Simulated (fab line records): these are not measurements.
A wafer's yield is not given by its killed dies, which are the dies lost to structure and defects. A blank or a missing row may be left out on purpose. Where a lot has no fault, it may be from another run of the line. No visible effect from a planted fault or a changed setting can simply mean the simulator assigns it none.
fab line records ; flow sky130
record: lots: 12; wafers: 36; lastDay: 50
route steps=708 shown LDD_P@265 METAL5@662 PASSIVATION@692 PAD_OPEN@702
lots that met no fault: from a run of the same line without faults
startH: hours from the record's opening day to when the first of the lot's shown wafers began ; waitH: hours elapsed since this lot's preceding step ; " as in the row above ; L1.1+2: a row that stands for several wafers ; - no value present, or no start provided ; * or withheld: withheld ; < > ~ a bound
route shown NAME@n: a module of which the file shows steps, and the number in the route of the first ; usual: average and standard deviation across the fault-free wafers ; same: alike in all rows ; chamber/n: place in a boat ; sites: the reading at each site ; _std_site: how widely they spread, as a standard deviation ; _edge_site: the outer-site mean with the inner-site mean subtracted ; radiusMm: how far each site lies from the wafer's centre ; mask NAME#n: copy n ; behind: the tool/chamber that last shaped the wafer ; hold: cause of the lot's hold/its duration in hours/its outcome ; device: the transistor (n, p or np) that didn't switch ; end of line: at the end of the route, the tests of the same wafers ; a step without rows: its recipe alone ; killed: count of dies lost to structure and defects at first sort (not the wafer's yield) ; map: dies across one wafer; x = killed, . = not, _ = none there
set.NAME: the setting as run; set.NAME@STEP: as run at that earlier step ; model.NAME: the simulator's own value behind a step, which no gauge read
the route's steps for a sample of lots (tables are steps, rows are wafers)
services: from which hour (startH, from the record's first day; less than 0 if before it) a tool's chamber was out of use, for how many hours, and why
== steps ==
step: SKY_LDD_P_STRIP_10
recipe: chemistry: O2/N2; powerW: 1400; pressureMtorr: 1500; platenTempC: withheld; o2FlowSccm: 3000; n2FlowSccm: 300; overashFraction: 0.5
usual: drypumpMotorCurrentA: 5.2/0.44; oesProductAu: 0.716/0.0044; stripTimeToEndpointS: 14.18/0.031
lot.wafer;tool;chamber;startH;waitH;drypumpMotorCurrentA;oesProductAu;rfHoursCounterH;stripTimeToEndpointS
L785.2;plasmaAsher-03;1;428.82;0.1;4.9;0.712;27;14.21
L785.3;plasmaAsher-03;0;428.82;0.1;4.9;0.708;-;14.21
L785.5;plasmaAsher-03;1;428.82;0.1;4.9;0.718;-;14.18
L786.2;plasmaAsher-03;0;440.54;0.1;4.9;0.716;29;14.17
L786.3;plasmaAsher-03;1;440.54;0.1;4.9;0.711;-;14.20
L786.6;plasmaAsher-03;1;440.54;0.1;4.9;0.716;-;14.16
L787.3;plasmaAsher-04;1;487.12;0.1;5.2;0.718;-;14.19
L787.4;plasmaAsher-04;0;487.12;0.1;5.7;0.720;-;14.14
L787.5;plasmaAsher-04;0;487.12;0.1;5.7;0.719;-;14.14
L792.3;plasmaAsher-01;0;522.50;0.1;6.0;0.707;-;14.16
L792.4;plasmaAsher-01;1;522.50;0.1;4.9;0.713;-;14.22
L792.5;plasmaAsher-01;0;522.50;0.1;6.0;0.726;-;14.18
L794.3;plasmaAsher-03;1;525.92;0.1;4.9;0.712;-;14.20
L794.5;plasmaAsher-03;0;525.92;0.1;4.9;0.716;-;14.17
L794.6;plasmaAsher-03;1;525.92;0.1;4.9;0.718;-;14.12
L793.3;plasmaAsher-03;0;527.13;0.1;4.9;0.719;-;14.11
L793.4;plasmaAsher-03;1;527.13;0.1;4.9;0.714;-;14.12
L793.5;plasmaAsher-03;1;527.13;0.1;4.9;0.713;-;14.14
L800.1;plasmaAsher-01;1;572.28;0.1;4.9;0.722;87;14.17
L800.2;plasmaAsher-01;0;572.28;0.1;6.0;0.714;87;14.16
L800.6;plasmaAsher-01;1;572.28;0.1;4.9;0.717;-;14.19
L802.1;plasmaAsher-01;0;587.02;0.1;6.0;0.712;89;14.18
L802.3;plasmaAsher-01;1;587.02;0.1;5.0;0.716;-;14.21
L802.6;plasmaAsher-01;0;587.02;0.1;6.0;0.720;-;14.19
L803.1;plasmaAsher-03;0;594.92;0.1;4.9;0.719;44;14.19
L803.3;plasmaAsher-03;1;594.92;0.1;4.9;0.715;-;14.19
L803.4;plasmaAsher-03;0;594.92;0.1;4.9;0.713;-;14.18
L804.1;plasmaAsher-04;0;609.37;0.1;5.7;0.717;16;14.22
L804.2;plasmaAsher-04;1;609.37;0.1;5.2;0.726;16;14.18
L804.6;plasmaAsher-04;0;609.37;0.1;5.7;0.716;-;14.18
L806.1;plasmaAsher-04;1;619.42;0.1;5.2;0.720;17;14.16
L806.4;plasmaAsher-04;1;619.42;0.1;5.2;0.707;-;14.15
L806.6;plasmaAsher-04;1;619.42;0.1;5.2;0.716;-;14.17
L807.1;plasmaAsher-03;1;629.69;0.1;4.9;0.719;48;14.13
L807.2;plasmaAsher-03;0;629.69;0.1;4.9;0.720;48;14.13
L807.3;plasmaAsher-03;1;629.69;0.1;4.9;0.711;-;14.18
step: SKY_METAL5_SPUTTER_01
recipe: material: TiN; targetThkNm: 20; powerW: 6500; timeS: 16.7; chamberPressurePa: 0.4
usual: cathodeDcPowerW: 6500.0/1.1; throttleValvePct: 29.5/0.85
lot.wafer;tool;chamber;startH;waitH;cathodeDcPowerW;throttleValvePct
L785.2;pvdSputter-04;-;999.71;0.0;6500.0;29.9
L785.3;pvdSputter-04;-;999.71;0.0;6498.8;28.9
L785.5;pvdSputter-04;-;999.71;0.0;6498.1;29.1
L786.2;pvdSputter-03;-;1011.65;0.0;6499.1;29.7
L786.3;pvdSputter-03;-;1011.65;0.0;6500.3;30.0
L786.6;pvdSputter-03;-;1011.65;0.0;6501.4;29.4
L787.3;pvdSputter-02;-;1047.09;0.0;6500.2;30.2
L787.4;pvdSputter-02;-;1047.09;0.0;6500.1;29.6
L787.5;pvdSputter-02;-;1047.09;0.0;6501.4;29.7
L792.3;pvdSputter-04;-;1070.34;0.0;6501.1;29.4
L792.4;pvdSputter-04;-;1070.34;0.0;6499.7;29.0
L792.5;pvdSputter-04;-;1070.34;0.0;6502.3;29.0
L794.3;pvdSputter-03;-;1074.15;0.0;6499.0;30.2
L794.5;pvdSputter-03;-;1074.15;0.0;6502.4;29.6
L794.6;pvdSputter-03;-;1074.15;0.0;6499.7;29.0
L793.3;pvdSputter-03;-;1075.44;0.0;6499.4;29.5
L793.4;pvdSputter-03;-;1075.44;0.0;6498.8;28.9
L793.5;pvdSputter-03;-;1075.44;0.0;6501.3;30.0
L800.1;pvdSputter-03;-;1107.94;0.0;6499.8;29.3
L800.2;pvdSputter-03;-;1107.94;0.0;6499.0;28.8
L800.6;pvdSputter-03;-;1107.94;0.0;6500.1;29.2
L802.1;pvdSputter-04;-;1115.83;0.0;6499.8;29.1
L802.3;pvdSputter-04;-;1115.83;0.0;6499.8;27.2
L802.6;pvdSputter-04;-;1115.83;0.0;6499.8;29.4
L803.1;pvdSputter-03;-;1120.67;0.0;6499.8;29.4
L803.3;pvdSputter-03;-;1120.67;0.0;6499.8;29.1
L803.4;pvdSputter-03;-;1120.67;0.0;6499.6;30.1
L804.1;pvdSputter-04;-;1132.60;0.0;6501.5;29.1
L804.2;pvdSputter-04;-;1132.60;0.0;6500.8;29.8
L804.6;pvdSputter-04;-;1132.60;0.0;6499.7;29.7
L806.1;pvdSputter-02;-;1137.03;0.0;6498.4;29.9
L806.4;pvdSputter-02;-;1137.03;0.0;6499.9;29.9
L806.6;pvdSputter-02;-;1137.03;0.0;6500.9;30.0
L807.1;pvdSputter-03;-;1142.34;0.0;6500.1;29.0
L807.2;pvdSputter-03;-;1142.34;0.0;6501.3;28.7
L807.3;pvdSputter-03;-;1142.34;0.0;6502.1;29.4
step: SKY_PASSIVATION_ETCH_11
recipe: chemistry: CF4/O2; targetDepthNm: 725; stopOn: AlCu; sourceW: 800; biasW: 150; pressureMtorr: 150; cf4FlowSccm: 80; O2_flow_sccm: 10; timeS: 161.1
usual: drypumpMotorCurrentA: 5.9/0.49; oesProductAu: 0.971/0.0063; throttleValvePct: 5.963/0.0092
lot.wafer;tool;chamber;startH;waitH;drypumpMotorCurrentA;oesProductAu;rfHoursCounterH;throttleValvePct
L785.2;rieDiel-03;3;1045.96;-;4.9;0.972;5;5.967
L785.3;rieDiel-03;1;1045.96;-;5.9;0.961;17;5.958
L785.5;rieDiel-03;2;1045.96;-;5.4;0.973;-;5.960
L786.2;rieDiel-02;0;1057.45;-;5.8;0.954;13;5.970
L786.3;rieDiel-02;3;1057.45;-;6.5;0.963;17;5.963
L786.6;rieDiel-02;1;1057.45;-;6.4;0.972;-;5.974
L787.3;rieDiel-04;3;1090.30;-;6.2;0.967;22;5.951
L787.4;rieDiel-04;0;1090.30;-;5.8;0.978;-;5.957
L787.5;rieDiel-04;3;1090.30;-;6.2;0.966;-;5.952
L792.3;rieDiel-03;3;1112.26;-;4.9;0.967;6;5.956
L792.4;rieDiel-03;2;1112.26;-;5.4;0.966;23;5.968
L792.5;rieDiel-03;2;1112.26;-;5.4;0.973;-;5.955
L794.3;rieDiel-02;1;1115.96;-;6.4;0.966;10;5.950
L794.5;rieDiel-02;3;1115.96;-;6.5;0.977;-;5.961
L794.6;rieDiel-02;2;1115.96;-;6.2;0.976;-;5.955
L793.3;rieDiel-04;3;1117.15;-;6.2;0.981;23;5.965
L793.4;rieDiel-04;0;1117.15;-;5.8;0.982;20;5.961
L793.5;rieDiel-04;2;1117.15;-;5.5;0.981;-;5.976
L800.1;rieDiel-03;1;1147.75;-;5.9;0.966;21;5.970
L800.2;rieDiel-03;2;1147.75;-;5.4;0.969;24;5.952
L800.6;rieDiel-03;3;1147.75;-;4.9;0.977;-;5.961
L802.1;rieDiel-02;3;1155.01;-;6.5;0.963;20;5.960
L802.3;rieDiel-02;2;1155.01;-;6.2;0.963;18;5.966
L802.6;rieDiel-02;1;1155.01;-;6.4;0.971;-;5.952
L803.1;rieDiel-03;2;1159.55;-;5.4;0.959;25;5.975
L803.3;rieDiel-03;3;1159.55;-;4.9;0.962;8;5.971
L803.4;rieDiel-03;1;1159.55;-;5.8;0.976;22;5.952
L804.1;rieDiel-02;1;1168.97;-;6.4;0.975;12;5.959
L804.2;rieDiel-02;2;1168.97;-;6.2;0.971;19;5.960
L804.6;rieDiel-02;2;1168.97;-;6.3;0.969;-;5.982
L806.1;rieDiel-04;1;1173.71;-;6.3;0.973;27;5.955
L806.4;rieDiel-04;0;1173.71;-;5.8;0.974;22;5.972
L806.6;rieDiel-04;1;1173.71;-;6.3;0.973;-;5.973
L807.1;rieDiel-03;1;1177.80;-;5.9;0.958;23;5.980
L807.2;rieDiel-03;3;1177.80;-;4.9;0.962;9;5.957
L807.3;rieDiel-03;0;1177.80;-;5.1;0.966;20;5.959
step: SKY_PAD_OPEN_STRIP_08
recipe: chemistry: O2/N2; powerW: 1400; pressureMtorr: 1500; platenTempC: withheld; overashFraction: 0.7; o2FlowSccm: 3000; n2FlowSccm: 300
usual: drypumpMotorCurrentA: 5.4/0.42; oesProductAu: 0.663/0.0043; stripTimeToEndpointS: 37.08/0.084
lot.wafer;tool;chamber;startH;waitH;drypumpMotorCurrentA;oesProductAu;rfHoursCounterH;stripTimeToEndpointS
L785.2;plasmaAsher-03;1;1067.34;0.1;4.9;0.662;93;36.97
L785.3;plasmaAsher-03;1;1067.34;0.1;4.9;0.664;-;37.11
L785.5;plasmaAsher-03;0;1067.34;0.1;4.9;0.664;-;37.02
L786.2;plasmaAsher-04;0;1078.45;0.1;5.7;0.659;65;37.02
L786.3;plasmaAsher-04;1;1078.45;0.1;5.2;0.662;-;37.12
L786.6;plasmaAsher-04;1;1078.45;0.1;5.2;0.664;-;37.13
L787.3;plasmaAsher-04;0;1110.90;0.1;5.7;0.655;-;37.11
L787.4;plasmaAsher-04;1;1110.90;0.1;5.2;0.659;-;37.19
L787.5;plasmaAsher-04;1;1110.90;0.1;5.2;0.661;-;37.09
L792.3;plasmaAsher-03;0;1132.07;0.1;4.9;0.657;-;36.93
L792.4;plasmaAsher-03;1;1132.07;0.1;4.9;0.665;-;37.11
L792.5;plasmaAsher-03;0;1132.07;0.1;4.9;0.663;-;37.11
L794.3;plasmaAsher-02;1;1135.64;0.1;6.4;0.664;-;37.05
L794.5;plasmaAsher-02;1;1135.64;0.1;6.4;0.660;-;36.94
L794.6;plasmaAsher-02;0;1135.64;0.1;5.8;0.662;-;37.16
L793.3;plasmaAsher-04;1;1137.14;0.1;5.2;0.654;-;37.12
L793.4;plasmaAsher-04;0;1137.14;0.1;5.7;0.660;-;37.04
L793.5;plasmaAsher-04;0;1137.14;0.1;5.7;0.662;-;37.16
L800.1;plasmaAsher-04;1;1165.64;0.1;5.2;0.668;75;37.25
L800.2;plasmaAsher-04;0;1165.64;0.1;5.7;0.668;75;37.17
L800.6;plasmaAsher-04;0;1165.64;0.1;5.7;0.660;-;37.05
L802.1;plasmaAsher-02;1;1171.55;0.1;6.4;0.666;9;37.25
L802.3;plasmaAsher-02;1;1171.55;0.1;6.4;0.660;-;37.06
L802.6;plasmaAsher-02;1;1171.55;0.1;6.4;0.661;-;37.17
L803.1;plasmaAsher-04;1;1176.30;0.1;5.2;0.663;76;37.19
L803.3;plasmaAsher-04;1;1176.30;0.1;5.2;0.660;-;36.96
L803.4;plasmaAsher-04;0;1176.30;0.1;5.7;0.663;-;37.10
L804.1;plasmaAsher-04;0;1185.17;0.1;5.7;0.663;76;37.08
L804.2;plasmaAsher-04;1;1185.17;0.1;5.2;0.667;76;36.97
L804.6;plasmaAsher-04;0;1185.17;0.1;5.7;0.665;-;37.08
L806.1;plasmaAsher-04;0;1189.42;0.1;5.7;0.662;77;37.18
L806.4;plasmaAsher-04;1;1189.42;0.1;5.2;0.664;-;37.01
L806.6;plasmaAsher-04;0;1189.42;0.1;5.7;0.666;-;37.04
L807.1;plasmaAsher-04;1;1193.94;0.1;5.2;0.667;77;37.08
L807.2;plasmaAsher-04;0;1193.94;0.1;5.7;0.663;77;37.05
L807.3;plasmaAsher-04;0;1193.94;0.1;5.7;0.664;-;37.03
step: SKY_PAD_OPEN_PROBE_99
usual: killed_at_M0_to_M3: 44/7.2; killed_at_M4_up: 3.2/1.8; killedAtContacts: 24/5.4; killedAtFrontEnd: 15/4; killedAtOther: 0.3/0.56; killedDies: 87/9.2; killedOpen: 47/7.3; killedShort: 39/5.7
same: grossDies: 492; killedAtBackSide: 0
lot.wafer;tool;chamber;startH;waitH;hold;killed_at_M0_to_M3;killed_at_M4_up;killedAtContacts;killedAtFrontEnd;killedAtOther;killedDies;killedOpen;killedShort
L785.2;prober-01;-;1069.67;0.1;-;43;1;27;13;0;84;48;36
L785.3;prober-01;-;1069.72;0.2;-;28;4;19;21;0;72;34;38
L785.5;prober-01;-;1069.82;0.2;-;46;7;23;18;0;94;60;34
L786.2;prober-02;-;1080.79;0.1;-;52;4;25;17;0;98;55;43
L786.3;prober-02;-;1080.84;0.2;-;42;4;38;18;0;102;60;41
L786.6;prober-02;-;1080.99;0.2;-;48;1;32;26;0;107;61;46
L787.3;prober-01;-;1113.19;0.2;-;38;4;30;8;0;80;46;34
L787.4;prober-01;-;1113.24;0.2;-;43;2;22;17;0;84;48;35
L787.5;prober-01;-;1113.29;0.2;-;40;5;23;17;0;85;40;45
L792.3;prober-02;-;1135.55;0.2;-;47;3;22;13;0;85;45;39
L792.4;prober-02;-;1135.60;0.2;-;44;6;18;9;1;78;43;35
L792.5;prober-02;-;1135.65;0.2;-;47;2;20;20;0;89;50;39
L794.3;prober-01;-;1138.35;0.2;awaitDispo/9.0h/release;42;4;23;12;0;81;41;40
L794.5;prober-01;-;1138.45;0.2;awaitDispo/9.0h/release;46;2;19;61;0;128;38;44
L794.6;prober-01;-;1138.50;0.2;awaitDispo/9.0h/release;49;3;15;11;0;78;37;41
L793.3;prober-02;-;1139.76;0.2;awaitDispo/3.1h/release;36;7;18;71;0;132;46;33
L793.4;prober-02;-;1139.81;0.2;awaitDispo/3.1h/release;38;3;29;14;1;85;51;34
L793.5;prober-02;-;1139.86;0.2;awaitDispo/3.1h/release;40;5;29;17;0;91;52;39
L800.1;prober-02;-;1167.89;0.1;-;36;4;22;16;1;79;41;36
L800.2;prober-02;-;1167.94;0.1;-;33;2;30;13;0;78;37;41
L800.6;prober-02;-;1168.14;0.2;-;47;10;30;9;0;96;57;39
L802.1;prober-02;-;1173.77;0.1;-;60;1;24;18;0;103;60;43
L802.3;prober-02;-;1173.87;0.2;-;41;7;19;16;1;84;46;38
L802.6;prober-02;-;1174.02;0.2;-;46;0;30;20;0;96;50;46
L803.1;prober-01;-;1178.51;0.1;-;37;3;21;14;1;76;41;35
L803.3;prober-01;-;1178.61;0.2;-;41;4;27;11;0;83;53;30
L803.4;prober-01;-;1178.66;0.2;-;47;4;35;9;1;96;45;51
L804.1;prober-02;-;1187.38;0.1;-;38;2;24;24;0;88;40;46
L804.2;prober-02;-;1187.43;0.1;-;36;5;15;21;0;77;42;35
L804.6;prober-02;-;1187.63;0.2;-;32;3;22;17;0;74;40;33
L806.1;prober-02;-;1191.64;0.1;-;46;1;14;13;0;74;41;33
L806.4;prober-02;-;1191.79;0.2;-;49;3;23;12;0;87;49;38
L806.6;prober-02;-;1191.89;0.2;-;41;5;14;16;0;76;42;34
L807.1;prober-01;-;1196.23;0.1;-;49;1;18;22;0;90;50;40
L807.2;prober-01;-;1196.28;0.1;-;51;6;22;21;0;100;59;39
L807.3;prober-01;-;1196.33;0.2;-;50;1;28;15;0;94;55;38
killed by level:class
L785.2 LI_CONTACT:geometricParticle:open=10 VIA1:geometricParticle:open=9 VIA3:geometricParticle:open=8 VIA2:geometricParticle:open=6 CONTACT:geometricParticle:open=5 CONTACT:geometricParticle:short=5 METAL2:geometricParticle:short=5 POLY_GATE:geometricParticle:short=4
L785.3 VIA1:geometricParticle:open=8 CONTACT:geometricParticle:open=7 POLY_GATE:geometricParticle:short=6 METAL2:geometricParticle:short=5 FIELD_ISO:geometricParticle:open=4 METAL1:geometricParticle:short=4 METAL4:geometricParticle:short=4 FIELD_ISO:geometricParticle:short=3
L785.5 CONTACT:geometricParticle:open=13 VIA3:geometricParticle:open=13 FIELD_ISO:geometricParticle:open=7 VIA2:geometricParticle:open=7 VIA1:geometricParticle:open=6 METAL1:geometricParticle:short=5 LI_CONTACT:geometricParticle:open=5 VIA2:geometricParticle:short=5
L786.2 VIA1:geometricParticle:open=12 VIA3:geometricParticle:open=9 VIA2:geometricParticle:open=8 CONTACT:geometricParticle:short=8 CONTACT:geometricParticle:open=7 VIA1:geometricParticle:short=7 METAL2:geometricParticle:short=7 LI_CONTACT:geometricParticle:open=6
L786.3 CONTACT:geometricParticle:open=15 LI_CONTACT:geometricParticle:open=13 VIA1:geometricParticle:open=12 VIA2:geometricParticle:open=5 POLY_GATE:geometricParticle:short=5 CONTACT:geometricParticle:short=5 METAL1:geometricParticle:short=5 VIA2:geometricParticle:short=4
L786.6 CONTACT:geometricParticle:open=13 VIA1:geometricParticle:open=13 FIELD_ISO:geometricParticle:open=10 LI_CONTACT:geometricParticle:open=8 VIA2:geometricParticle:open=7 FIELD_ISO:geometricParticle:short=6 METAL1:geometricParticle:short=5 POLY_GATE:geometricParticle:short=4
L787.3 CONTACT:geometricParticle:open=13 VIA2:geometricParticle:open=11 LI_CONTACT:geometricParticle:short=6 LI_CONTACT:geometricParticle:open=6 VIA1:geometricParticle:open=6 VIA1:geometricParticle:short=5 METAL1:geometricParticle:short=5 VIA3:geometricParticle:open=4
L787.4 CONTACT:geometricParticle:open=13 VIA1:geometricParticle:open=12 VIA1:geometricParticle:short=7 FIELD_ISO:geometricParticle:open=6 VIA3:geometricParticle:open=6 METAL2:geometricParticle:short=5 FIELD_ISO:geometricParticle:short=4 VIA2:geometricParticle:short=4
L787.5 CONTACT:geometricParticle:open=10 VIA3:geometricParticle:open=10 VIA1:geometricParticle:open=7 POLY_GATE:geometricParticle:short=6 CONTACT:geometricParticle:short=5 METAL4:geometricParticle:short=5 FIELD_ISO:geometricParticle:short=4 VIA3:geometricParticle:short=4
L792.3 CONTACT:geometricParticle:open=12 VIA1:geometricParticle:open=9 VIA3:geometricParticle:open=6 VIA1:geometricParticle:short=6 VIA3:geometricParticle:short=5 METAL1:geometricParticle:short=5 METAL2:geometricParticle:short=5 LI_CONTACT:geometricParticle:open=4
L792.4 VIA2:geometricParticle:open=10 VIA3:geometricParticle:open=10 LOCAL_INTERCONNECT:geometricParticle:short=7 CONTACT:geometricParticle:short=5 VIA1:geometricParticle:open=5 METAL4:geometricParticle:short=4 METAL2:geometricParticle:short=4 POLY_GATE:geometricParticle:short=3
L792.5 VIA1:geometricParticle:open=10 VIA3:geometricParticle:open=8 POLY_GATE:geometricParticle:short=7 VIA2:geometricParticle:open=7 CONTACT:geometricParticle:open=6 LI_CONTACT:geometricParticle:open=5 METAL1:geometricParticle:open=5 METAL2:geometricParticle:short=5
L794.3 VIA1:geometricParticle:open=14 METAL2:geometricParticle:short=9 LI_CONTACT:geometricParticle:open=8 FIELD_ISO:geometricParticle:short=7 CONTACT:geometricParticle:open=7 VIA2:geometricParticle:open=6 CONTACT:geometricParticle:short=5 METAL3:geometricParticle:short=3
L794.5 LDD_P:unspecified=46 VIA1:geometricParticle:open=12 METAL2:geometricParticle:short=12 CONTACT:geometricParticle:open=8 FIELD_ISO:geometricParticle:short=6 VIA1:geometricParticle:short=5 LI_CONTACT:geometricParticle:open=5 VIA2:geometricParticle:short=5
L794.6 VIA1:geometricParticle:open=11 METAL1:geometricParticle:short=9 METAL2:geometricParticle:short=8 CONTACT:geometricParticle:open=7 VIA2:geometricParticle:open=6 FIELD_ISO:geometricParticle:short=4 VIA1:geometricParticle:short=4 VIA3:geometricParticle:open=4
L793.3 LDD_P:unspecified=53 VIA3:geometricParticle:open=11 VIA1:geometricParticle:open=8 CONTACT:geometricParticle:open=6 POLY_GATE:geometricParticle:open=5 LOCAL_INTERCONNECT:geometricParticle:short=5 FIELD_ISO:geometricParticle:open=4 LI_CONTACT:geometricParticle:open=4
L793.4 CONTACT:geometricParticle:open=9 VIA2:geometricParticle:open=8 LI_CONTACT:geometricParticle:open=7 CONTACT:geometricParticle:short=7 VIA1:geometricParticle:open=7 VIA3:geometricParticle:open=7 VIA1:geometricParticle:short=5 FIELD_ISO:geometricParticle:open=4
L793.5 CONTACT:geometricParticle:open=11 VIA1:geometricParticle:open=8 FIELD_ISO:geometricParticle:open=7 CONTACT:geometricParticle:short=7 METAL1:geometricParticle:short=7 VIA2:geometricParticle:open=6 POLY_GATE:geometricParticle:open=5 LI_CONTACT:geometricParticle:open=5
L800.1 VIA1:geometricParticle:open=14 LI_CONTACT:geometricParticle:open=6 VIA3:geometricParticle:short=6 CONTACT:geometricParticle:short=5 CONTACT:geometricParticle:open=5 FIELD_ISO:geometricParticle:open=4 FIELD_ISO:geometricParticle:short=4 METAL2:geometricParticle:short=4
L800.2 CONTACT:geometricParticle:open=8 VIA1:geometricParticle:open=8 CONTACT:geometricParticle:short=8 METAL1:geometricParticle:short=7 LI_CONTACT:geometricParticle:open=6 VIA2:geometricParticle:open=5 LI_CONTACT:geometricParticle:short=4 METAL2:geometricParticle:short=4
L800.6 CONTACT:geometricParticle:open=14 VIA1:geometricParticle:open=12 LI_CONTACT:geometricParticle:open=10 VIA1:geometricParticle:short=8 FIELD_ISO:geometricParticle:short=6 METAL4:geometricParticle:short=5 VIA3:geometricParticle:short=4 VIA3:geometricParticle:open=4
L802.1 VIA2:geometricParticle:open=13 VIA1:geometricParticle:open=11 CONTACT:geometricParticle:open=11 LI_CONTACT:geometricParticle:open=7 METAL3:geometricParticle:short=7 VIA3:geometricParticle:short=6 VIA1:geometricParticle:short=6 FIELD_ISO:geometricParticle:short=5
L802.3 VIA1:geometricParticle:open=12 POLY_GATE:geometricParticle:open=7 LOCAL_INTERCONNECT:geometricParticle:short=6 VIA2:geometricParticle:open=6 LI_CONTACT:geometricParticle:open=5 CONTACT:geometricParticle:open=5 POLY_GATE:geometricParticle:short=4 METAL1:geometricParticle:short=4
L802.6 CONTACT:geometricParticle:open=12 VIA1:geometricParticle:open=11 CONTACT:geometricParticle:short=9 FIELD_ISO:geometricParticle:open=8 VIA3:geometricParticle:open=7 POLY_GATE:geometricParticle:short=6 METAL1:geometricParticle:short=6 VIA1:geometricParticle:short=6
L803.1 CONTACT:geometricParticle:open=11 VIA2:geometricParticle:open=7 LI_CONTACT:geometricParticle:open=5 METAL1:geometricParticle:short=5 VIA1:geometricParticle:open=5 METAL2:geometricParticle:short=5 VIA3:geometricParticle:open=4 POLY_GATE:geometricParticle:short=3
L803.3 LI_CONTACT:geometricParticle:open=10 VIA1:geometricParticle:open=10 CONTACT:geometricParticle:open=9 VIA2:geometricParticle:open=7 FIELD_ISO:geometricParticle:open=6 LI_CONTACT:geometricParticle:short=5 METAL2:geometricParticle:short=5 VIA3:geometricParticle:open=5
L803.4 CONTACT:geometricParticle:open=12 VIA1:geometricParticle:short=11 VIA2:geometricParticle:open=8 LI_CONTACT:geometricParticle:short=7 LI_CONTACT:geometricParticle:open=7 VIA1:geometricParticle:open=7 CONTACT:geometricParticle:short=6 METAL2:geometricParticle:short=5
L804.1 VIA1:geometricParticle:open=10 VIA2:geometricParticle:open=7 FIELD_ISO:geometricParticle:short=6 POLY_GATE:geometricParticle:short=6 FIELD_ISO:geometricParticle:open=5 LI_CONTACT:geometricParticle:short=5 LI_CONTACT:geometricParticle:open=5 CONTACT:geometricParticle:short=5
L804.2 CONTACT:geometricParticle:open=7 FIELD_ISO:geometricParticle:short=5 METAL1:geometricParticle:short=5 VIA3:geometricParticle:short=5 VIA1:geometricParticle:open=5 VIA3:geometricParticle:open=5 VIA2:geometricParticle:open=5 METAL4:geometricParticle:short=5
L804.6 VIA1:geometricParticle:open=9 LI_CONTACT:geometricParticle:open=8 CONTACT:geometricParticle:open=6 VIA2:geometricParticle:open=6 FIELD_ISO:geometricParticle:short=5 FIELD_ISO:geometricParticle:open=5 POLY_GATE:geometricParticle:short=5 VIA1:geometricParticle:short=4
L806.1 VIA1:geometricParticle:open=13 VIA3:geometricParticle:open=6 VIA1:geometricParticle:short=6 LI_CONTACT:geometricParticle:open=5 VIA2:geometricParticle:open=5 POLY_GATE:geometricParticle:open=4 POLY_GATE:geometricParticle:short=4 CONTACT:geometricParticle:short=4
L806.4 CONTACT:geometricParticle:open=11 VIA1:geometricParticle:open=9 VIA3:geometricParticle:open=9 VIA2:geometricParticle:open=7 CONTACT:geometricParticle:short=6 VIA1:geometricParticle:short=6 METAL2:geometricParticle:short=6 POLY_GATE:geometricParticle:open=4
L806.6 VIA1:geometricParticle:open=10 CONTACT:geometricParticle:open=8 FIELD_ISO:geometricParticle:short=7 VIA3:geometricParticle:open=7 VIA2:geometricParticle:open=7 METAL1:geometricParticle:short=4 VIA1:geometricParticle:short=4 METAL4:geometricParticle:short=4
L807.1 VIA3:geometricParticle:open=10 VIA1:geometricParticle:open=10 METAL2:geometricParticle:short=8 CONTACT:geometricParticle:open=7 FIELD_ISO:geometricParticle:short=6 POLY_GATE:geometricParticle:open=6 VIA1:geometricParticle:short=5 METAL1:geometricParticle:short=5
L807.2 VIA1:geometricParticle:open=16 CONTACT:geometricParticle:open=9 METAL1:geometricParticle:short=8 LI_CONTACT:geometricParticle:open=6 METAL2:geometricParticle:short=6 FIELD_ISO:geometricParticle:open=4 VIA1:geometricParticle:short=4 VIA3:geometricParticle:open=4
L807.3 VIA1:geometricParticle:open=15 CONTACT:geometricParticle:open=11 METAL1:geometricParticle:short=11 VIA3:geometricParticle:open=7 CONTACT:geometricParticle:short=6 VIA2:geometricParticle:open=6 LI_CONTACT:geometricParticle:short=5 LI_CONTACT:geometricParticle:open=4
== services ==
tool;chamber;startH;hours;kind
plasmaAsher-04;-;421.25;9.0;pm
plasmaAsher-04;-;423.54;0.4;repair
rieDiel-03;-;441.11;0.9;repair
plasmaAsher-04;-;451.88;13.1;repair
plasmaAsher-03;-;453.11;4.3;pm
rieDiel-03;-;463.44;1.3;repair
plasmaAsher-04;-;468.82;4.3;repair
rieDiel-03;0;483.72;9.5;repair
rieDiel-03;3;531.18;5.5;repair
rieDiel-03;-;566.23;2.8;pm
plasmaAsher-04;-;603.16;1.8;repair
plasmaAsher-03;-;690.85;2.8;pm
pvdSputter-03;-;704.28;2.6;repair
pvdSputter-03;-;725.06;9.8;repair
plasmaAsher-04;-;778.46;1.0;repair
pvdSputter-03;-;821.82;2.6;repair
pvdSputter-03;-;831.59;0.9;repair
plasmaAsher-03;-;921.55;3.3;repair
plasmaAsher-03;-;926.39;0.4;repair
pvdSputter-03;-;930.74;1.1;repair
plasmaAsher-03;-;993.52;1.0;repair
pvdSputter-03;-;1089.48;1.0;repair
plasmaAsher-03;-;1119.42;1.6;repair
plasmaAsher-03;-;1135.25;4.5;repair
== key ==
firstSign: step: SKY_PAD_OPEN_PROBE_99; reading: killedAtFrontEnd; direction: up; sigmas: 13; usual: 15; struck: 66
effect: step: SKY_PAD_OPEN_PROBE_99; reading: killedDies; direction: up; sigmas: 4.7; usual: 87; struck: 130
metAt SKY_LDD_P_STRIP_10
struckLots L793,L794
struckWafers L793.3,L794.5
testerLeftOut L793,L794
notActingAt SKY_METAL5_SPUTTER_01,SKY_PASSIVATION_ETCH_11,SKY_PAD_OPEN_STRIP_08
onsetBetween 440.54 525.92
fault: kind: chamberParticleSource; tool: plasmaAsher-03; chamber: 0; onsetH: 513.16; steps: SKY_LDD_P_STRIP_10; ratePerVisitCm2: 0.58323; endH: 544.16
testerLeftOut: of these lots the tester's yield and bins aren't shown, on N5 and GAA mostly nor the transistor test; their killed dies are dies lost to structure and defects alone, not to doping, threshold or leakage, so they don't give the yield
